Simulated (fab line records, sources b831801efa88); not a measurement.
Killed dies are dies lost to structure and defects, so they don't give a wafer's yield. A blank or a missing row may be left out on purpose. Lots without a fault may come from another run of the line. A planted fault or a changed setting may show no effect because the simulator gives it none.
Which tool did it? | flow sky130 | 6 lots, 18 wafers sampled, at 3 steps of a route of 708

WHAT THE GAUGES READ, wafer by wafer
SKY_CAP2M_OVL_MEAS_12.
lot  | measured     | on         | CAP2M_OVL (nm)
L455 | day 42 14:35 | overlay-01 | -0.6 0.4 -1.4
L459 | day 43 14:52 | overlay-01 | -1.6 -2.6 -1.8
L466 | day 45 14:23 | overlay-01 | 0.4 0.3 -2.2
L468 | day 46 02:38 | overlay-01 | 1.7 1.6 3.5
L472 | day 47 02:56 | overlay-01 | -1.9 -2.0 -2.1
L475 | day 47 19:02 | overlay-02 | 0.3 0.0 2.0

WHICH TOOL RAN EACH LOT (tool, then ch and the chambers of the sampled wafers, then the start)
lot  | SKY_METAL3_METAL_ETCH_18          | SKY_CAP2M_SPUTTER_02
L455 | rie_metal-03 ch 0,1, day 40 10:28 | pvd_sputter-01, day 41 14:20
L459 | rie_metal-01 ch 0,1, day 41 11:26 | pvd_sputter-03, day 42 15:14
L466 | rie_metal-01 ch 0, day 43 13:28   | pvd_sputter-01, day 44 15:56
L468 | rie_metal-01 ch 0,1, day 44 02:20 | pvd_sputter-03, day 45 04:40
L472 | rie_metal-03 ch 0,1, day 45 04:05 | pvd_sputter-02, day 46 05:23
L475 | rie_metal-02 ch 0,1, day 45 22:04 | pvd_sputter-02, day 46 22:25
- SKY_METAL3_METAL_ETCH_18: etches the open film in Cl2/BCl3, stops on SiO2, target depth 845 nm, time 183.1 s.
- SKY_CAP2M_SPUTTER_02: material TiN, target thk 200 nm, time 166.7 s.

THE ANSWER, worked out from the rows above alone
Rule: what is usual is taken from the lots themselves. Put in order of their means at a reading, lots are off if they are a third of the lots or fewer, leave a main group of 4 or more, and stand apart from it by a gap of 3 or more times the standard deviation of the main group's means; of several such gaps the widest counts. A main group whose means are all the same, to the digits that the tables above print for the reading, isn't used. A lot without any number at a reading at which 4 lots or more have one is off too. The other lots that the step has rows for count as sound.
No lot is off at any reading shown: from this, nothing can be told.

WHAT THE SIMULATOR HAD PUT IN
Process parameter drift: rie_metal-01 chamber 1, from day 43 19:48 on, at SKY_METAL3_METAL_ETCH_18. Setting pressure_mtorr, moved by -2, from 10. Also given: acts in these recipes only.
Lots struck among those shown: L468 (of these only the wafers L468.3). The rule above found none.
